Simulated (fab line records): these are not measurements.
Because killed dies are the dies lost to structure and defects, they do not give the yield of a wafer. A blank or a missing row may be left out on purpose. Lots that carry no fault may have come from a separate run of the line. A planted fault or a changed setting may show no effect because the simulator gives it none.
The same fault as seen by 2 desks + flow gf180mcu + every desk sees just its own numbers, and what lay behind them comes last

## TOOL OWNER'S DESK, cvdW-01
The tool's own readings at GF_V2_CVD_23 (deposits W, target thk 350 nm, time 104.94 s): means of the sampled wafers that have a number, for each lot that ran on this tool. Any lot whose mean is over 4 standard deviations away from the usual mean is out of limits and marked OUT; that distance is given in the brackets.
Columns: A = heaterPowerOuterW at GF_V2_CVD_23, usual 509 W; B = heaterPowerW at GF_V2_CVD_23, usual 864 W; C = susceptorTempC at GF_V2_CVD_23, usual 399.96 C
| lot  | first seen here | A              | B               | C                        |
|------|-----------------|----------------|-----------------|--------------------------|
| L669 | day 20 15:10    | 517            | 872             | 399.78                   |
| L668 | day 20 18:52    | 480            | 808             | 400.11                   |
| L671 | day 21 12:57    | 499            | 843             | 399.85                   |
| L677 | day 23 11:23    | 522            | 923             | 399.73                   |
| L679 | day 24 04:40    | 505            | 885             | 400.01                   |
| L684 | day 25 21:40    | 682 (+7.5) OUT | 1154 (+6.9) OUT | 438.54 (+99 or more) OUT |
| L685 | day 26 21:25    | 643 (+5.8) OUT | 1078 (+5.1) OUT | 438.57 (+99 or more) OUT |
This desk finds L684, L685 out of limits, L684 being first, at day 25 21:40 (heaterPowerOuterW at GF_V2_CVD_23). Within limits: L669, L668, L671, L677, L679.

## AT THE METROLOGY DESK
Lot by lot, what the gauges showed, no matter which tool ran the lot: averages of those sampled wafers that carry a number. Any lot whose mean is over 4 standard deviations away from the usual mean is out of limits and marked OUT; that distance is given in the brackets.
Columns: A = V2_W_RS at GF_V2_RS_MEAS_24, usual 0.327 ohm/sq; B = M3_ALCU_RS at GF_M3_RS_MEAS_05, usual 0.0693 ohm/sq
| lot  | first seen here | A               | B      |
|------|-----------------|-----------------|--------|
| L669 | day 20 15:19    | 0.324           | 0.0686 |
| L668 | day 20 19:05    | 0.320           | 0.0692 |
| L671 | day 21 13:04    | 0.325           | 0.0693 |
| L672 | day 21 14:50    | 0.327           | 0.0700 |
| L676 | day 23 04:10    | 0.333           | 0.0688 |
| L677 | day 23 11:31    | 0.326           | 0.0690 |
| L679 | day 24 04:46    | 0.327           | 0.0702 |
| L684 | day 25 21:47    | 0.195 (-29) OUT | -      |
| L685 | day 26 21:31    | 0.193 (-30) OUT | -      |
| L686 | day 27 07:20    | 0.328           | 0.0698 |
| L688 | day 28 02:15    | 0.331           | 0.0691 |
| L690 | day 28 06:25    | 0.333           | 0.0697 |
| L691 | day 28 11:37    | 0.331           | 0.0687 |
This desk reports L684, L685 out of limits; the earliest was L684 at day 25 21:47 (V2_W_RS at GF_V2_RS_MEAS_24). Within limits: L669, L668, L671, L672, L676, L677, L679, L686, L688, L690, L691.

## TAKEN TOGETHER
On L684, L685, at day 25 21:40, an alarm was possible from the tool owner's desk.
An alarm was possible from the metrology desk at day 25 21:47, on L684, L685.
GF_V2_CVD_23 was run on cvdW-01 by each of the lots named.

## WHAT THE SIMULATOR HAD PUT IN
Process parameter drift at GF_V2_CVD_23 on cvdW-01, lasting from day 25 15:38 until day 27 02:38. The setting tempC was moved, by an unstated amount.
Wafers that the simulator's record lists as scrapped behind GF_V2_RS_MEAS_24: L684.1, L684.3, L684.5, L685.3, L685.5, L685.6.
Lots struck among those shown: L684, L685.
Hours from the fault's start to each desk's first reading out of limits: the tool owner's desk, 6; the metrology desk, 6.
